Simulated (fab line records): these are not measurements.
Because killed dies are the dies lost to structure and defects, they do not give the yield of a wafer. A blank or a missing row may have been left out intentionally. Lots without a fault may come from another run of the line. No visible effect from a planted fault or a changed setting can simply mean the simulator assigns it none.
The same fault as seen by 2 desks    flow sfqLine    each desk holds nothing but its own numbers, with what lay behind them at the end

== TOOL OWNER'S DESK, pvdSputter-04 ==
The tool's own readings at SFQ_TRILAYER_M1_DEP_SPUTTER_037 (material Nb, target thk 200 nm, time 133.3 s): means of the sampled wafers that have a number, for each lot that ran on this tool. Any lot whose mean is over 4 standard deviations away from the usual mean is out of limits and marked OUT; that distance is given in the brackets.
Columns: A = chamberPressurePa at SFQ_TRILAYER_M1_DEP_SPUTTER_037, usual 0.13329 Pa; B = resputterCathodeVoltageV at SFQ_TRILAYER_M1_DEP_SPUTTER_037, usual 401 V; C = substrateTempC at SFQ_TRILAYER_M1_DEP_SPUTTER_037, usual 20.00 C; D = throttleValvePct at SFQ_TRILAYER_M1_DEP_SPUTTER_037, usual 29.9 %
lot   first seen here  A        B    C      D
L291  day 10 19:35     0.13381  400  20.09  30.0
L292  day 11 00:23     0.13345  404  19.92  30.8
L294  day 11 09:32     0.13308  402  20.04  30.1
L297  day 12 21:24     0.13299  402  19.94  29.3
L298  day 13 03:24     0.13325  397  19.94  31.0
L299  day 13 16:36     0.13335  404  19.91  29.2
L300  day 13 20:12     0.13351  398  19.94  29.0
L304  day 15 01:10     0.13305  402  20.05  30.0
L305  day 15 04:46     0.13327  400  20.09  29.1
L306  day 15 11:48     0.13304  403  20.11  29.6
This desk's verdict: no lot among the 10 shows anything out of limits.

== FROM THE METROLOGY DESK ==
What the gauges read, lot by lot, whatever tool the lot ran on: means of the sampled wafers that have a number. Any lot whose mean is over 4 standard deviations away from the usual mean is out of limits and marked OUT; that distance is given in the brackets.
Columns: A = M1_NB_RS at SFQ_M1_RS_MEAS_909, usual 0.892 ohm/sq; B = I3_BOW at SFQ_I3_BOW_MEAS_922, usual 2 um
lot   first seen here  A                 B
L289  day 10 06:30     0.893             -7
L291  day 10 19:41     0.894             6
L292  day 11 00:29     0.908             1
L294  day 11 09:38     0.898             -4
L295  day 11 19:26     0.888             13
L296  day 12 07:19     0.890             -3
L297  day 12 21:32     0.889             7
L298  day 13 03:29     0.905             2
L299  day 13 16:44     0.895             -8
L300  day 13 20:17     0.915             10
L304  day 15 01:16     0.893             -6
L305  day 15 04:53     0.917             -4
L306  day 15 11:55     0.990 (+8.2) OUT  -5
L312  day 16 23:55     0.897             5
This desk's finding: out of limits on L306; first on L306, day 15 11:55 (M1_NB_RS at SFQ_M1_RS_MEAS_909). In limits: L289, L291, L292, L294, L295, L296, L297, L298, L299, L300, L304, L305, L312.

== TAKEN TOGETHER ==
On L306, the metrology desk was in a position to raise an alarm at day 15 11:55.
The tool owner's desk saw nothing out of limits.
On record at the tool owner's desk: L306, within its limits.
All the named lots went through SFQ_TRILAYER_M1_DEP_SPUTTER_037 on pvdSputter-04.

== WHAT THE SIMULATOR PUT IN ==
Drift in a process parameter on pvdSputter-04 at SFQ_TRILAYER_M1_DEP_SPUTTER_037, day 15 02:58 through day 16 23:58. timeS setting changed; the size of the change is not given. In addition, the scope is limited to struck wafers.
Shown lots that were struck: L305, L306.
Hours from the fault's start to each desk's first reading out of limits: the metrology desk, 9.
